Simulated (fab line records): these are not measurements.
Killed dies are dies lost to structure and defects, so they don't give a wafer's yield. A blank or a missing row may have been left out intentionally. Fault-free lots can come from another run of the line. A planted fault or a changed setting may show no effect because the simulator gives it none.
Which tool was responsible? -- flow sky130 -- 13 lots with 39 wafers sampled at 3 steps, on a route of 708 steps

## WHAT THE GAUGES READ, wafer by wafer
SKY_FIELD_ISO_THK_MEAS_25. Usual: FIELD_ISO_CVD_24_THK typically reads 596 nm, with standard deviation 4.9.
lot,measured,on,FIELD_ISO_CVD_24_THK (nm),flag
L972,day 2 05:47,film-metro-03,593 589 582,
L973,day 2 13:02,film-metro-03,596 598 584,
L974,day 2 18:46,film-metro-03,583 596 586,
L975,day 2 21:21,film-metro-01,599 597 604,
L976,day 3 05:41,film-metro-03,600 597 593,
L977,day 3 08:41,film-metro-01,587 595 595,
L978,day 3 13:55,film-metro-01,593 600 592,
L979,day 3 17:57,film-metro-02,598 593 598,
L980,day 4 00:21,film-metro-03,597 592 598,
L984,day 4 21:56,film-metro-01,595 596 601,
L992,day 6 16:35,film-metro-01,600 594 599,
L993,day 6 20:40,film-metro-01,595 594 589,
L995,day 7 07:39,film-metro-03,599 596 602,

SKY_VT_ADJUST_LVTN_TW_MEAS_21. Usual: VT_ADJUST_LVTN_2_TW typically reads 189.6, with standard deviation 1.8.
lot,measured,on,VT_ADJUST_LVTN_2_TW,flag
L972,day 7 12:34,film-metro-03,190.6 189.4 190.7,
L973,day 7 19:58,film-metro-03,190.5 190.7 191.0,
L974,day 8 05:04,film-metro-02,186.9 186.8 186.1,
L975,day 8 11:58,film-metro-04,191.3 191.8 192.2,
L976,day 8 19:36,film-metro-04,191.4 191.7 192.1,
L977,day 8 20:57,film-metro-04,191.1 192.2 190.9,
L978,day 9 04:43,film-metro-02,188.5 188.4 187.8,
L979,day 9 09:12,film-metro-04,191.3 189.1 189.9,
L980,day 9 19:23,film-metro-02,187.1 188.5 187.6,
L984,day 10 23:40,film-metro-04,189.8 190.7 191.4,
L992,day 13 10:14,film-metro-04,190.4 190.1 190.0,
L993,day 13 17:55,film-metro-04,189.4 192.5 190.5,
L995,day 14 03:59,film-metro-02,187.8 187.2 187.9,

SKY_SONOS_ONO_OVL_MEAS_14. Usual: SONOS_ONO_OVL typically reads 0.7 nm, with standard deviation 1.4.
lot,measured,on,SONOS_ONO_OVL (nm),flag
L972,day 12 04:38,overlay-01,1.0 -1.6 -0.4,
L973,day 12 13:56,overlay-01,-0.9 0.2 1.6,
L974,day 13 03:03,overlay-02,-1.4 -2.1 -1.4,
L975,day 13 08:30,overlay-01,5.5 3.4 3.6,
L976,day 13 19:30,overlay-01,0.0 -1.2 -1.3,
L977,day 13 22:44,overlay-02,0.1 0.5 1.2,
L978,day 14 09:57,overlay-02,-0.4 0.2 -0.3,
L979,day 14 15:15,overlay-01,2.5 0.6 1.5,
L980,day 15 01:56,overlay-02,-0.4 1.5 1.0,
L984,day 16 15:18,overlay-02,1.0 1.4 0.9,
L992,day 19 14:13,overlay-02,1.4 2.3 1.5,
L993,day 19 20:00,overlay-01,-0.6 2.6 1.2,
L995,day 20 09:21,overlay-02,2.1 -0.8 -0.1,

## TOOL THAT RAN EACH LOT (tool first, then ch and the chambers of the sampled wafers, then the start)
Record: no process step prior to these readings.

## WHAT THE TOOLS THEMSELVES READ (means of the sampled wafers that have a number; where no wafer has one, the mark that the record gives instead)
The record holds no such reading with a usual standard deviation.

## THE ANSWER, worked out from the rows above alone
Rule: a lot counts as off when the mean over its wafers that have a number is more than 3 standard deviations away from the usual mean. Also off: a lot with no number at a reading for which 4 or more lots have one. The other lots that the step has rows for count as sound. The gauges are gone through in route order, then the tools' own readings, and for those a lot's mean is taken as printed above. The first step at which some lot is off is used, and at that step the reading that is off furthest; a lot without a number counts as furthest.
Nothing can be told from this: no lot is off at any reading shown.

## WHAT HAD BEEN PUT IN BY THE SIMULATOR
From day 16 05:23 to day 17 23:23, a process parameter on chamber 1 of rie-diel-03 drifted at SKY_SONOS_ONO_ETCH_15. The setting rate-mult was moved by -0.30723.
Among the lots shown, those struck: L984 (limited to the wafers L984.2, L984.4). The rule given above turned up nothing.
